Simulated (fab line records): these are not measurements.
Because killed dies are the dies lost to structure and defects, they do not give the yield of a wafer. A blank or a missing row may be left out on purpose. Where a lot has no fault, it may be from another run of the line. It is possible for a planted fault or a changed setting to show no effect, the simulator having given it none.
A struck lot beside a sound one || flow sfqLine || 14 steps out of a route of 325
Sound: wafers L220.4, L220.5, L220.6. Struck: wafer L224.5. (L224.4 of the same lot was not struck and is left out.) The cause comes at the end.
At each step with rows: each side's tool, then ch and its chambers, then its first start. Under that, the readings that differ: sound wafers || struck wafers || difference of the means || sigmas: that difference in standard deviations of wafers without a fault.
alike: readings with means less than 2 such deviations apart, plus words and numbers identical on both sides. not compared: withheld readings, readings lacking a value on some wafer, bounds such as >300 that could conceal the same value, and numbers that have no deviation in the record and whose values overlap.
Wherever a step has rows on one side only, a row that says differs or no value, or a row with sigmas, the two part there. Numbers that have no deviation but don't overlap get no sigmas and don't part them. Lack of a reading on every wafer of one side parts them only where that side has two or more wafers.

first, 2 steps without rows for these wafers: SFQ_TRILAYER_M5_LITHO_PEB_126 (peb time 60 s); SFQ_TRILAYER_M5_LITHO_DEVELOP_125 (time 60 s).
SFQ_M5_OVL_MEAS_932:
  struck on overlay-02, day 48 03:55; sound on overlay-01, day 47 08:43
  alike: M5_OVL
SFQ_TRILAYER_M5_BARC_OPEN_METAL_ETCH_161: etches BARC in O2, target depth 125 nm, time 41.7 s.
  sound on rieMetal-04 ch 0,1, day 47 08:45; struck on rieMetal-01 ch 1, day 48 03:57
  alike: drypumpMotorCurrentA, oesProductAu
  not compared: rfHoursCounterH
SFQ_TRILAYER_M5_ETCH_METAL_ETCH_126: etches Nb in Cl2/BCl3, stops on SiO2, time 203.2 s, target depth 265 nm.
  sound on rieMetal-04 ch 0,1, day 47 08:52; struck on rieMetal-01 ch 1, day 48 04:04
  alike: drypumpMotorCurrentA, oesProductAu
  not compared: rfHoursCounterH
then, 3 steps without rows for these wafers: SFQ_TRILAYER_M5_STRIP_STRIP_127 (strips in O2); SFQ_TRILAYER_M5_STRIP_SOLV_CLEAN_128 (cleans in NMP, time 600 s); SFQ_TRILAYER_A5B_DEP_PECVD_129 (deposits SiO2 from SiH4/N2O, time 133.33 s, target thk 600 nm).
SFQ_TRILAYER_A5B_CMP_CMP_130: polishes, stops on Nb, target thk 340.7 nm.
  sound on cmp-02 ch 2,3, day 48 21:00; struck on cmp-02 ch 3, day 49 20:30
  alike: motorCurrentA, slurryFilterDpKPa
then, 1 step without rows for these wafers: SFQ_TRILAYER_A5B_METRO_MEASURE_131.
SFQ_TRILAYER_R5_DEP_SPUTTER_132: material Ti, target thk 5 nm, time 5 s.
  struck on pvdSputter-05, day 49 22:12; sound on pvdSputter-05, day 49 01:12
  alike: chamberPressurePa, throttleValvePct
SFQ_TRILAYER_R5_DEP_SPUTTER_133: material MoNx, target thk 40 nm, time 66.7 s.
  struck on pvdSputter-05, day 49 22:13; sound on pvdSputter-05, day 49 01:13
  alike: chamberPressurePa, throttleValvePct
SFQ_TRILAYER_R5_DEP_SPUTTER_134: material Ti, target thk 5 nm, time 5 s.
  struck on pvdSputter-05, day 49 22:16; sound on pvdSputter-05, day 49 01:16
{"reading": "model.Ti_of_TRILAYER_R5_DEP_SPUTTER_134.thkNm (nm)", "sound": "4.967 5.095 5.073", "struck": 6.502, "difference": "+1.457", "sigmas": ""}
  alike: chamberPressurePa, throttleValvePct
SFQ_R5_RS_MEAS_933: a four-point-probe measurement.
  struck on filmMetro-01, day 49 22:21; sound on filmMetro-01, day 49 01:21
  alike: R5_MONX_RS

== WHERE THEY PART ==
Nowhere in this record.

WHY: what the simulator had put in
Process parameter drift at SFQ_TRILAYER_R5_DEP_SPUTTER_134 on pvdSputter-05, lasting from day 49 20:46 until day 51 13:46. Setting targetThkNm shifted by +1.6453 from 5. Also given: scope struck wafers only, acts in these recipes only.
